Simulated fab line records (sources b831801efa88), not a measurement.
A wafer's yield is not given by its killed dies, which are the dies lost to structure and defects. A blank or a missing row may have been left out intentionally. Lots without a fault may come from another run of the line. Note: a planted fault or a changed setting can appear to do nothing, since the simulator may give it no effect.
fab line records	flow sky130
record: lots: 10	wafers: 30	last_day: 50
route steps=708 shown POLY_GATE@204 LI_CONTACT@381 VIA1@459
lots that met no fault: taken from a fault-free run of the same line
start_h: start of the lot's first displayed wafer, in hours after the record's first day	wait_h: hours since the lot's step before	" as in the row above	L1.1+2: a row that stands for several wafers	- value missing, or start not given	* or withheld: withheld	< > ~ a bound
route shown NAME@n: NAME is a module with steps in the file, n the number in the route of the first one	usual: average and standard deviation across the fault-free wafers	same: alike in all rows	chamber/n: place in a boat	sites: per-site readings	_std_site: the values' standard deviation	_edge_site: outer sites' mean less inner sites'	radius_mm: how far each site lies from the wafer's centre	mask NAME#n: copy n	behind: the tool/chamber that last shaped the wafer	hold: why the lot was held/for how many hours/how that ended	device: transistor that didn't switch, given as n, p or np	end of line: the tests these same wafers got at the end of their route	a step given without rows: its recipe and nothing more	killed: not the wafer's yield, but the dies lost to structure and defects at the first sort	map: shows each die of a wafer: x if killed, . if not, _ if none is there
set.NAME: setting as actually run; set.NAME@STEP: the setting as run at that earlier step	model.NAME: the simulator's own value behind a step, which no gauge read
the route's steps for a sample of lots (tables are steps, rows are wafers)
services: the hour from which a tool's chamber was out of use, counted from the record's first day as start_h (under 0 if before that day), plus the number of hours and why
== steps ==
step: SKY_POLY_GATE_CVD_00
recipe: material: poly-Si	target_thk_nm: 180	temp_c: 620	time_s: 720	pressure_mtorr: 200
usual: spike_tc_centre_C: 620.4/1	spike_tc_lower_C: 621.1/1.4	spike_tc_upper_C: 620.2/1.5	zone_power_centre_pct: 9.4/0.43	zone_power_lower_pct: 8.53/0.18	zone_power_top_pct: 18.0/2.1	zone_power_upper_pct: 9.1/0.73
lot.wafer	tool	chamber	start_h	wait_h	spike_tc_centre_C	spike_tc_lower_C	spike_tc_upper_C	zone_power_centre_pct	zone_power_lower_pct	zone_power_top_pct	zone_power_upper_pct
L188.1	lpcvd-01	0	327.03	0.0	619.1	620.3	619.5	10.0	8.67	15.7	8.2
L188.2	"	0	"	"	620.9	619.2	620.5	10.0	8.85	15.1	8.1
L188.4	"	0	"	"	622.4	620.7	618.7	9.8	8.77	15.8	8.3
L195.1	lpcvd-01	0	380.82	0.0	620.8	619.1	619.0	9.9	8.71	15.7	8.1
L195.2	"	0	"	"	621.8	619.1	620.6	9.8	8.90	15.5	8.3
L195.4	"	0	"	"	620.9	621.2	618.1	9.8	9.03	15.8	8.3
L196.2	lpcvd-01	1	399.58	0.0	619.0	623.0	620.4	9.1	8.47	19.8	9.7
L196.4	"	1	"	"	620.2	622.6	622.6	8.8	8.56	20.0	9.8
L196.5	"	1	"	"	618.9	621.4	622.2	9.1	8.47	19.6	9.6
L197.2	lpcvd-01	1	399.58	0.0	619.9	621.5	621.4	9.1	8.36	19.7	9.7
L197.4	"	1	"	"	620.9	622.6	621.3	9.2	8.32	19.5	9.8
L197.5	"	1	"	"	619.9	622.4	621.4	9.2	8.39	19.5	9.8
L198.2	lpcvd-01	0	409.91	0.0	586.7	624.9	622.3	3.8	11.43	15.4	10.9
L198.3	"	0	"	"	588.6	625.8	621.8	3.8	11.49	15.2	11.0
L198.5	"	0	"	"	587.0	625.3	624.0	3.8	11.55	15.3	10.9
L199.1	lpcvd-01	1	417.19	0.0	586.0	625.4	626.0	3.5	11.11	19.6	12.8
L199.4	"	1	"	"	586.7	626.5	625.4	3.5	11.20	19.0	12.7
L199.5	"	1	"	"	588.3	626.4	627.9	3.5	10.99	19.6	13.0
L206.4	lpcvd-01	1	485.54	0.0	619.3	622.2	620.4	8.9	8.41	19.7	9.6
L206.5	"	1	"	"	621.2	622.9	621.9	9.0	8.53	19.5	9.9
L206.6	"	1	"	"	619.1	621.4	621.2	9.1	8.43	19.7	9.6
L207.3	lpcvd-01	0	487.07	0.0	618.4	620.1	619.2	10.0	8.76	15.5	8.2
L207.5	"	0	"	"	620.4	620.0	618.3	9.9	8.67	15.3	8.3
L207.6	"	0	"	"	620.9	618.8	618.0	10.0	8.70	15.6	8.2
L208.3	lpcvd-01	0	497.48	0.0	621.3	620.5	618.2	9.8	8.81	15.4	8.2
L208.4	"	0	"	"	620.8	619.2	619.9	10.2	8.75	15.5	8.1
L208.5	"	0	"	"	619.3	619.2	619.6	10.0	8.71	15.5	8.2
L209.1	lpcvd-01	1	502.10	0.0	621.1	622.8	620.2	9.0	8.41	19.4	9.7
L209.2	"	1	"	"	619.9	621.3	620.8	9.0	8.31	19.8	9.6
L209.6	"	1	"	"	620.7	624.1	619.7	9.1	8.57	19.9	9.7
step: SKY_POLY_GATE_THK_MEAS_01
recipe: reads: poly-Si_of_POLY_GATE_CVD_00
usual: POLY_GATE_CVD_00_THK: 180.8/1.7
lot.wafer	tool	chamber	start_h	wait_h	POLY_GATE_CVD_00_THK[nm]
L188.1	film_metro-04	-	328.23	0.0	181.0
L188.2	"	-	"	"	180.0
L188.4	"	-	"	"	180.7
L195.1	film_metro-03	-	382.02	0.0	181.1
L195.2	"	-	"	"	181.3
L195.4	"	-	"	"	180.3
L196.2	film_metro-01	-	400.79	0.0	178.6
L196.4	"	-	"	"	179.1
L196.5	"	-	"	"	180.3
L197.2	film_metro-03	-	400.79	0.0	179.9
L197.4	"	-	"	"	180.6
L197.5	"	-	"	"	181.3
L198.2	film_metro-01	-	411.12	0.0	170.2
L198.3	"	-	"	"	164.1
L198.5	"	-	"	"	151.5
L199.1	film_metro-01	-	418.99	0.0	142.6
L199.4	"	-	"	"	164.1
L199.5	"	-	"	"	168.8
L206.4	film_metro-03	-	486.77	0.0	181.8
L206.5	"	-	"	"	181.4
L206.6	"	-	"	"	180.4
L207.3	film_metro-01	-	488.29	0.0	183.4
L207.5	"	-	"	"	181.7
L207.6	"	-	"	"	180.2
L208.3	film_metro-01	-	498.70	0.0	181.6
L208.4	"	-	"	"	182.2
L208.5	"	-	"	"	181.3
L209.1	film_metro-04	-	503.30	0.0	181.6
L209.2	"	-	"	"	182.4
L209.6	"	-	"	"	180.7
step: SKY_POLY_GATE_ETCH_17
recipe: target_depth_nm: 180	stop_on: SiO2	over_etch_frac: 0.56667	chemistry: HBr/Cl2	target: poly-Si	icp_w: 400	bias_w: 100	pressure_mtorr: 10	HBr_flow_sccm: 150	Cl2_flow_sccm: 50	time_s: 70.5
usual: bias_w: 100.0/0.31	chamber_pressure_mTorr: 10.000/0.0088	drypump_motor_current_A: 5.6/0.45	mfc_cl2_sccm: 49.99/0.14	oes_product_au: 0.989/0.007	rf_fwd_power_W: 396.9/1.6	throttle_valve_pct: 33.685/0.0093
lot.wafer	tool	chamber	start_h	wait_h	bias_w	chamber_pressure_mTorr	drypump_motor_current_A	mfc_cl2_sccm	oes_product_au	rf_fwd_power_W	rf_hours_counter_h	throttle_valve_pct
L188.1	rie_si-02	0	385.30	0.0	100.0	10.009	5.9	49.92	1.002	396.2	1	33.697
L188.2	"	2	"	"	100.1	10.004	5.4	49.87	0.994	398.3	0	33.675
L188.4	"	0	"	"	100.3	9.976	5.9	49.83	0.994	393.8	-	33.688
L195.1	rie_si-01	1	443.25	0.0	99.5	9.988	5.0	49.84	0.993	398.5	57	33.702
L195.2	"	0	"	"	99.5	10.002	5.1	49.76	0.988	398.6	7	33.700
L195.4	"	2	"	"	99.9	10.003	6.1	50.01	0.993	397.5	22	33.688
L197.2	rie_si-01	1	463.10	0.0	100.3	10.008	5.0	49.87	0.991	397.8	57	33.684
L197.4	"	3	"	"	100.0	10.010	5.5	50.19	0.992	398.7	0	33.694
L197.5	"	1	"	"	100.5	10.002	5.0	50.23	0.997	399.3	-	33.677
L196.2	rie_si-02	1	463.22	0.0	99.7	10.012	5.2	49.98	0.979	397.5	1	33.681
L196.4	"	0	"	"	100.6	10.009	5.9	49.84	0.993	396.0	1	33.692
L196.5	"	3	"	"	99.9	10.006	6.3	50.09	0.983	395.3	-	33.667
L198.2	rie_si-02	2	475.15	0.0	99.9	9.998	5.4	49.89	0.956	396.8	1	33.689
L198.3	"	3	"	"	100.1	10.003	6.3	50.07	0.936	394.7	3	33.676
L198.5	"	3	"	"	100.1	9.996	6.3	50.18	0.875	394.0	-	33.697
L199.1	rie_si-01	2	482.69	0.0	100.2	9.988	6.1	50.15	0.998	396.6	22	33.677
L199.4	"	0	"	"	99.7	10.002	5.1	50.07	0.929	398.5	7	33.679
L199.5	"	2	"	"	99.8	10.003	6.2	49.98	0.951	398.2	-	33.681
L206.4	rie_si-02	0	549.41	0.0	100.4	10.010	6.0	50.17	0.985	396.8	1	33.684
L206.5	"	0	"	"	100.2	9.985	5.9	49.89	0.988	394.5	-	33.685
L206.6	"	3	"	"	99.7	9.988	6.3	49.80	0.993	393.8	-	33.684
L207.3	rie_si-01	1	550.85	0.0	100.0	9.995	5.0	50.00	0.999	396.0	0	33.693
L207.5	"	2	"	"	100.4	9.991	6.1	49.96	0.984	396.2	-	33.683
L207.6	"	1	"	"	100.1	10.007	5.0	49.91	0.995	399.0	-	33.679
L208.3	rie_si-02	2	559.66	0.0	99.6	9.988	5.4	50.10	0.992	396.9	2	33.717
L208.4	"	1	"	"	100.9	9.995	5.2	50.04	0.995	397.1	-	33.672
L208.5	"	3	"	"	99.7	10.007	6.3	49.83	0.989	395.9	-	33.683
L209.1	rie_si-01	3	564.69	0.0	100.0	10.014	5.5	49.96	0.986	398.0	0	33.695
L209.2	"	0	"	"	100.2	9.985	5.1	49.99	0.990	395.5	7	33.693
L209.6	"	3	"	"	100.0	10.011	5.5	50.05	0.977	397.5	-	33.680
step: SKY_LI_CONTACT_SPUTTER_19
recipe: material: Ti	target_thk_nm: 20	chamber_pressure_pa: 5	power_w: 2500	substrate_temp_c: 200	time_s: 106.37
usual: cathode_dc_power_W: 2500.0/0.43	substrate_temp_c: 200.00/0.17	throttle_valve_pct: 29.9/0.86
lot.wafer	tool	chamber	start_h	wait_h	cathode_dc_power_W	substrate_temp_c	throttle_valve_pct
L188.1	pvd_sputter-03	-	689.87	0.0	2499.8	199.86	29.6
L188.2	"	-	"	"	2500.3	199.72	30.3
L188.4	"	-	"	"	2500.7	200.27	29.9
L195.1	pvd_sputter-02	-	745.69	0.0	2499.8	200.09	29.6
L195.2	"	-	"	"	2501.0	199.86	31.4
L195.4	"	-	"	"	2500.6	200.39	30.2
L197.2	pvd_sputter-03	-	759.22	0.0	2499.5	200.02	30.3
L197.4	"	-	"	"	2500.0	199.97	29.2
L197.5	"	-	"	"	2499.9	200.20	28.8
L196.2	pvd_sputter-03	-	762.78	0.0	2500.8	199.76	30.4
L196.4	"	-	"	"	2498.9	199.94	29.9
L196.5	"	-	"	"	2500.7	199.98	30.3
L198.2	pvd_sputter-03	-	768.96	0.0	2500.7	200.30	30.0
L198.3	"	-	"	"	2499.7	200.03	28.6
L198.5	"	-	"	"	2500.7	200.14	28.9
L199.1	pvd_sputter-04	-	777.62	0.0	2499.8	199.84	29.0
L199.4	"	-	"	"	2499.6	199.92	28.6
L199.5	"	-	"	"	2499.9	199.97	31.8
L206.4	pvd_sputter-03	-	836.38	0.0	2499.8	200.01	28.8
L206.5	"	-	"	"	2499.8	200.23	29.9
L206.6	"	-	"	"	2500.3	200.21	30.4
L207.3	pvd_sputter-04	-	837.68	0.0	2501.2	200.11	28.8
L207.5	"	-	"	"	2499.9	199.89	31.8
L207.6	"	-	"	"	2499.5	200.04	30.9
L208.3	pvd_sputter-04	-	843.53	0.0	2500.6	200.25	31.6
L208.4	"	-	"	"	2500.6	200.02	28.3
L208.5	"	-	"	"	2499.9	200.20	28.4
L209.1	pvd_sputter-03	-	846.36	0.0	2500.2	200.05	29.6
L209.2	"	-	"	"	2500.3	199.92	30.3
L209.6	"	-	"	"	2500.2	200.24	28.6
step: SKY_VIA1_THK_MEAS_01
recipe: reads: SiO2_of_VIA1_HDPCVD_00
usual: VIA1_HDPCVD_THK: 1036/9.5
lot.wafer	tool	chamber	start_h	wait_h	VIA1_HDPCVD_THK[nm]
L188.1	film_metro-04	-	776.05	0.1	1041
L188.2	"	-	"	"	1050
L188.4	"	-	"	"	1041
L195.1	film_metro-04	-	831.86	0.1	1027
L195.2	"	-	"	"	1036
L195.4	"	-	"	"	1037
L197.2	film_metro-01	-	843.94	0.1	1036
L197.4	"	-	"	"	1036
L197.5	"	-	"	"	1039
L196.2	film_metro-04	-	848.27	0.1	1046
L196.4	"	-	"	"	1028
L196.5	"	-	"	"	1034
L198.2	film_metro-01	-	852.59	0.1	1040
L198.3	"	-	"	"	1061
L198.5	"	-	"	"	1060
L199.1	film_metro-03	-	863.29	0.1	1032
L199.4	"	-	"	"	1028
L199.5	"	-	"	"	1043
L206.4	film_metro-03	-	918.30	0.0	1059
L206.5	"	-	"	"	1032
L206.6	"	-	"	"	1038
L207.3	film_metro-03	-	920.04	0.1	1040
L207.5	"	-	"	"	1034
L207.6	"	-	"	"	1050
L208.3	film_metro-04	-	926.13	0.1	1045
L208.4	"	-	"	"	1045
L208.5	"	-	"	"	1042
L209.1	film_metro-01	-	928.02	0.1	1020
L209.2	"	-	"	"	1016
L209.6	"	-	"	"	1030
step: SKY_VIA1_BOW_MEAS_03
recipe: mode: bow
usual: VIA1_BOW: 79/7.5
lot.wafer	tool	chamber	start_h	wait_h	VIA1_BOW[um]
L188.1	film_metro-03	-	776.41	0.1	78
L188.2	"	-	"	"	81
L188.4	"	-	"	"	70
L195.1	film_metro-04	-	832.22	0.2	77
L195.2	"	-	"	"	73
L195.4	"	-	"	"	63
L197.2	film_metro-03	-	844.32	0.2	70
L197.4	"	-	"	"	74
L197.5	"	-	"	"	84
L196.2	film_metro-01	-	848.64	0.3	67
L196.4	"	-	"	"	75
L196.5	"	-	"	"	57
L198.2	film_metro-04	-	852.96	0.3	65
L198.3	"	-	"	"	74
L198.5	"	-	"	"	77
L199.1	film_metro-03	-	863.65	0.2	76
L199.4	"	-	"	"	86
L199.5	"	-	"	"	78
L206.4	film_metro-01	-	918.69	0.2	75
L206.5	"	-	"	"	85
L206.6	"	-	"	"	83
L207.3	film_metro-01	-	920.42	0.2	67
L207.5	"	-	"	"	86
L207.6	"	-	"	"	69
L208.3	film_metro-04	-	926.51	0.1	73
L208.4	"	-	"	"	89
L208.5	"	-	"	"	85
L209.1	film_metro-03	-	928.38	0.1	76
L209.2	"	-	"	"	84
L209.6	"	-	"	"	74
== services ==
tool	chamber	start_h	hours	kind
rie_si-02	0	308.19	-	clean
rie_si-02	0	308.19	18.9	scheduled_down
rie_si-02	0	308.19	18.9	vent_cycle
rie_si-01	-	321.47	4.3	pm
pvd_sputter-03	0	330.45	-	consumable_replace:kit
pvd_sputter-03	0	330.45	18.0	scheduled_down
pvd_sputter-03	0	330.45	18.0	vent_cycle
pvd_sputter-02	-	403.26	2.0	repair
rie_si-02	-	406.14	0.4	repair
rie_si-02	0	552.90	8.2	repair
lpcvd-01	-	565.07	2.8	pm
pvd_sputter-04	-	632.24	4.5	repair
pvd_sputter-04	-	647.13	1.9	repair
rie_si-01	-	685.86	14.6	pm
pvd_sputter-04	-	744.67	6.1	repair
rie_si-01	-	769.08	2.8	pm
pvd_sputter-03	3	807.71	-	consumable_replace:kit
pvd_sputter-03	3	807.71	18.0	scheduled_down
pvd_sputter-03	3	807.71	18.0	vent_cycle
rie_si-01	-	808.59	0.5	repair
pvd_sputter-03	-	814.00	2.4	repair
pvd_sputter-02	-	817.22	33.4	repair
rie_si-02	0	827.72	5.7	repair
rie_si-01	-	840.98	0.4	repair
== key ==
first_sign: step: SKY_POLY_GATE_CVD_00	reading: spike_tc_centre_C	direction: down	sigmas: 33	usual: 620.4	struck: 587.2
effect: step: SKY_POLY_GATE_CVD_00	reading: zone_power_lower_pct	direction: up	sigmas: 15	usual: 8.53	struck: 11.29
effect: step: SKY_POLY_GATE_THK_MEAS_01	reading: POLY_GATE_CVD_00_THK	direction: down	sigmas: 12	usual: 180.8	struck: 160.2
effect: step: SKY_POLY_GATE_ETCH_17	reading: oes_product_au	direction: down	sigmas: 6.9	usual: 0.989	struck: 0.941	wafers_moved: 5
met_at SKY_POLY_GATE_CVD_00
struck_lots L198,L199
tester_left_out L198,L199
not_acting_at SKY_LI_CONTACT_SPUTTER_19,SKY_VIA1_THK_MEAS_01,SKY_VIA1_BOW_MEAS_03
onset_between 399.58 409.91
fault: kind: process_parameter_drift	tool: lpcvd-01	chamber: -	onset_h: 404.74	steps: SKY_POLY_GATE_CVD_00	channel: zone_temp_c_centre	offset: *	shape: step	end_h: 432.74
tester_left_out: of these lots the tester's yield and bins aren't shown, on N5 and GAA mostly nor the transistor test; their killed dies are dies lost to structure and defects alone, not to doping, threshold or leakage, so they don't give the yield
